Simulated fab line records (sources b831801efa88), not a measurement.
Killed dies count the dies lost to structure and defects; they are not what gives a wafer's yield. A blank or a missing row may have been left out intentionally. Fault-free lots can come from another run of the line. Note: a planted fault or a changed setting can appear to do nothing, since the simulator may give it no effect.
Struck lot and sound lot, side by side / flow gf180mcu / 30 steps out of a route of 602
Sound: wafers L494.1, L494.3, L494.6. Struck: wafer L502.5. (L502.6 of the same lot was not struck and is left out.) The cause comes at the end.
For every step that has rows: the tool of each side, followed by ch and its chambers, followed by its first start. Under that, the readings that differ: sound wafers / struck wafers / difference of the means / sigmas: that difference in standard deviations of wafers without a fault.
alike: readings with means less than 2 such deviations apart, plus words and numbers identical on both sides. not compared: withheld readings, readings lacking a value on some wafer, bounds such as >300 that could conceal the same value, and numbers that have no deviation in the record and whose values overlap.
The two part at a step that has a row with sigmas, a row that says differs or no value, or rows on one side only. When numbers do not overlap yet have no deviation, they are printed without sigmas and do not part them. A reading that every wafer of one side lacks parts them only if that side has two wafers or more.

first, 3 steps without rows for these wafers: GF_PSD_EXPOSE_04 (exposes mask Pplus, target cd 400 nm); GF_PSD_PEB_05; GF_PSD_DEVELOP_06 (develop time 60 s).
GF_PSD_CD_MEAS_07: the cd target is 400 nm.
  sound: cdSem-01 at day 14 21:13; struck: cdSem-01 at day 17 21:17
  alike: cdNm
GF_PSD_OVL_MEAS_08:
  sound: overlay-02 at day 14 21:20; struck: overlay-01 at day 17 21:20
  alike: PSD_OVL
following that, these wafers have no rows for 1 step: GF_PSD_IMPLANT_09.
GF_PSD_STRIP_10: strips in O2/N2.
  sound on plasmaAsher-01 ch 0,1, day 14 21:32; struck on plasmaAsher-02 ch 0, day 17 21:34
  alike: drypumpMotorCurrentA, heaterPowerW, o2FlowSccm, oesProductAu, stripTimeToEndpointS
  not compared: rfHoursCounterH
GF_PSD_TW_MEAS_11:
  sound: filmMetro-02 at day 14 21:38; struck: filmMetro-01 at day 17 21:39
  alike: PSD_TW
then, 1 step without rows for these wafers: GF_PSD_CLEAN_12 (cleans in SC1/SC2, time 150 s).
GF_PSD_RTA_13: time 20 s.
  sound on rtpAnneal-01 ch 0, day 14 21:44; struck on rtpAnneal-01 ch 0, day 17 21:47
  alike: lampPowerPct, wafer_temp_C_max
GF_PSD_RS_MEAS_14: uses a four-point probe to measure.
  sound: filmMetro-02 at day 14 21:49; struck: filmMetro-04 at day 17 21:53
  alike: NSD_RS
GF_PSD_RS_MEAS_15: uses a four-point probe to measure.
  sound: filmMetro-02 at day 14 21:56; struck: filmMetro-04 at day 17 22:00
  alike: PSD_RS
GF_SAB_CVD_00: deposits SiO2 from TEOS, target thk 50 nm, time 4.9302 s.
  sound on pecvd-02 ch 0,2, day 14 22:04; struck on pecvd-02 ch 2, day 17 22:03
reading=model.SiO2_of_SAB_CVD_00.thkNm (nm); sound=50.68 50.45 51.69; struck=85.5; difference=+34.6; sigmas=
  alike: heaterPowerW
GF_SAB_THK_MEAS_01:
  sound: filmMetro-03 at day 14 22:05; struck: filmMetro-02 at day 17 22:06
reading=SAB_CVD_00_THK (nm); sound=50.6 50.5 51.7; struck=85.4; difference=+34.5; sigmas=+54
then, 7 steps without rows for these wafers: GF_SAB_DEHYDRATE_02 (time 60 s); GF_SAB_HMDS_03 (prime time 60 s); GF_SAB_COAT_04 (resist thk 1000 nm); GF_SAB_SOFTBAKE_05 (time 60 s); GF_SAB_EXPOSE_06 (exposes mask SAB, target cd 420 nm); GF_SAB_PEB_07; GF_SAB_DEVELOP_08 (develop time 60 s).
GF_SAB_CD_MEAS_09: the cd target is 420 nm.
  sound: cdSem-01 at day 15 19:06; struck: cdSem-01 at day 18 21:55
  alike: cdNm
GF_SAB_OVL_MEAS_10:
  sound: overlay-01 at day 15 19:13; struck: overlay-02 at day 18 21:59
  alike: SAB_OVL
GF_SAB_ETCH_11: etches SiO2 in C4F8/O2/Ar, target depth 55 nm, time 8.5 s.
  sound on rieDiel-02 ch 0,1, day 15 19:16; struck on rieDiel-04 ch 2, day 18 22:01
  alike: oesProductAu
  not compared: rfHoursCounterH
then, 1 step without rows for these wafers: GF_SAB_WET_ETCH_12 (etches SiO2 in dHF, target depth 22 nm, time 440 s).
GF_SAB_STRIP_13: strips in O2/N2.
  sound on plasmaAsher-03 ch 0,1, day 15 19:26; struck on plasmaAsher-03 ch 1, day 18 22:13
reading=oesProductAu (a.u.); sound=0.713 0.709 0.710; struck=0.720; difference=+0.009; sigmas=+2
reading=stripTimeToEndpointS (s); sound=12.63 12.62 12.64; struck=12.71; difference=+0.08; sigmas=+2
  alike: drypumpMotorCurrentA, heaterPowerW, o2FlowSccm
  not compared: rfHoursCounterH
then, 1 step without rows for these wafers: GF_SALICIDE_CLEAN_00 (cleans in SC1/SC2, time 150 s).
GF_SALICIDE_WET_ETCH_01: etches SiO2 in dHF, target depth 5 nm, time 100 s.
  sound on wetBench-03 ch 3, day 15 19:35; struck on wetBench-01 ch 3, day 18 22:18
reading=model.SiO2_of_SAB_CVD_00.thkNm (nm); sound=40.06 39.84 41.07; struck=74.78; difference=+34.46; sigmas=
  alike: tempC
GF_SALICIDE_SPUTTER_02: material Co, target thk 10 nm, time 20 s.
  sound: pvdSputter-04 at day 15 19:37; struck: pvdSputter-03 at day 18 22:21
  alike: throttleValvePct
GF_PASSIVATION_PROBE_99:
  rows exist in the record for the sound wafers here (prober-01, day 29 15:35), none for the struck ones

== WHERE THEY PART ==
Earliest at GF_SAB_THK_MEAS_01; latest, in this record, at GF_PASSIVATION_PROBE_99.

WHY: whatever the simulator had introduced
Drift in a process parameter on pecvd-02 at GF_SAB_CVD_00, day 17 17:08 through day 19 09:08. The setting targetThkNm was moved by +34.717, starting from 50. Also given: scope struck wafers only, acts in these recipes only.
